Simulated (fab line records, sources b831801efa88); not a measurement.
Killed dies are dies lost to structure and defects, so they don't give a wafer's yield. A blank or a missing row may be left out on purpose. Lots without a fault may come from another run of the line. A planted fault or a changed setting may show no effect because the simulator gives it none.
A struck lot beside a sound one | flow gf180mcu | 23 steps out of a route of 602
Sound: wafers L690.3, L690.4, L690.5. Struck: wafers L698.1, L698.5, L698.6. The cause comes at the end.
At each step with rows: each side's tool, then ch and its chambers, then its first start. Under that, the readings that differ: sound wafers | struck wafers | difference of the means | sigmas: that difference in standard deviations of wafers without a fault.
alike: readings whose means differ by less than 2 such deviations, and words and numbers that are the same on both sides. not compared: withheld readings, readings that some wafer has no value for, bounds like >300 that may hide the same value, and numbers for which the record gives no deviation and whose values overlap.
The two part at a step that has a row with sigmas, a row that says differs or no value, or rows on one side only. Numbers that don't overlap but have no deviation are shown without sigmas and don't part them. A reading that every wafer of one side lacks parts them only if that side has two wafers or more.

first, 8 steps without rows for these wafers: GF_DNWELL_DEHYDRATE_00 (time 60 s); GF_DNWELL_HMDS_01 (prime time 60 s); GF_DNWELL_COAT_02 (resist thk 3000 nm); GF_DNWELL_SOFTBAKE_03; GF_DNWELL_EXPOSE_04 (exposes mask DNWELL, target cd 1700 nm); GF_DNWELL_PEB_05; GF_DNWELL_DEVELOP_06 (develop time 60 s); GF_DNWELL_IMPLANT_07.
GF_DNWELL_STRIP_08: strips in O2/N2.
  sound on plasma_asher-03 ch 0,1, day 2 23:38; struck on plasma_asher-03 ch 0,1, day 4 19:35
  alike: drypump_motor_current_A, heater_power_w, oes_product_au, strip_time_to_endpoint_s
  not compared: rf_hours_counter_h
GF_DNWELL_TW_MEAS_09:
  sound on film_metro-01, day 2 23:43; struck on film_metro-01, day 4 19:41
  alike: DNWELL_TW
then, 2 steps without rows for these wafers: GF_NWELL_DEHYDRATE_00 (time 60 s); GF_NWELL_HMDS_01 (prime time 60 s).
GF_NWELL_COAT_02: resist thk 3000 nm.
  sound on litho_track-01 ch 0, day 3 06:26; struck on litho_track-02 ch 0, day 5 02:41
  reading                                 | sound                | struck               | difference | sigmas
  spin_speed_rpm (rpm)                    | 2001.3 2000.0 2001.1 | 2118.6 2115.4 2116.8 | +116.1     | +89
  model.coat_of_NWELL_COAT_02.thk_nm (nm) | 3008 3003 3006       | 2930 2927 2924       | -79        |
then, 3 steps without rows for these wafers: GF_NWELL_SOFTBAKE_03; GF_NWELL_EXPOSE_04 (exposes mask Nwell, target cd 860 nm); GF_NWELL_PEB_05.
GF_NWELL_DEVELOP_06: develop time 60 s.
  sound on litho_track-01 ch 0; struck on litho_track-02 ch 0
  reading                                 | sound          | struck         | difference | sigmas
  model.coat_of_NWELL_COAT_02.thk_nm (nm) | 3007 3002 3005 | 2929 2926 2923 | -79        |
GF_NWELL_OVL_MEAS_07:
  sound on overlay-01, day 3 12:39; struck on overlay-01, day 5 09:59
  alike: NWELL_OVL
then, 2 steps without rows for these wafers: GF_NWELL_IMPLANT_08; GF_NWELL_IMPLANT_09.
GF_NWELL_STRIP_10: strips in O2/N2.
  sound on plasma_asher-01 ch 0,1, day 3 13:01; struck on plasma_asher-01 ch 0,1, day 5 10:20
  reading                      | sound             | struck            | difference | sigmas
  strip_time_to_endpoint_s (s) | 37.05 36.98 37.01 | 36.16 36.13 36.09 | -0.89      | -10
  alike: drypump_motor_current_A, heater_power_w, oes_product_au
  not compared: rf_hours_counter_h
GF_NWELL_TW_MEAS_11:
  sound on film_metro-02, day 3 13:06; struck on film_metro-02, day 5 10:26
  alike: NWELL_TW
GF_PASSIVATION_PROBE_99:
  the record has rows for the sound wafers here (prober-02, day 29 02:04) and none for the struck ones

WHERE THEY PART
First at GF_NWELL_COAT_02; last, within this record, at GF_PASSIVATION_PROBE_99.

WHY: what the simulator had put in
Process parameter drift: litho_track-02, from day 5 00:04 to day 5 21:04, at GF_NWELL_COAT_02. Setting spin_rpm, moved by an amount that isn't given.
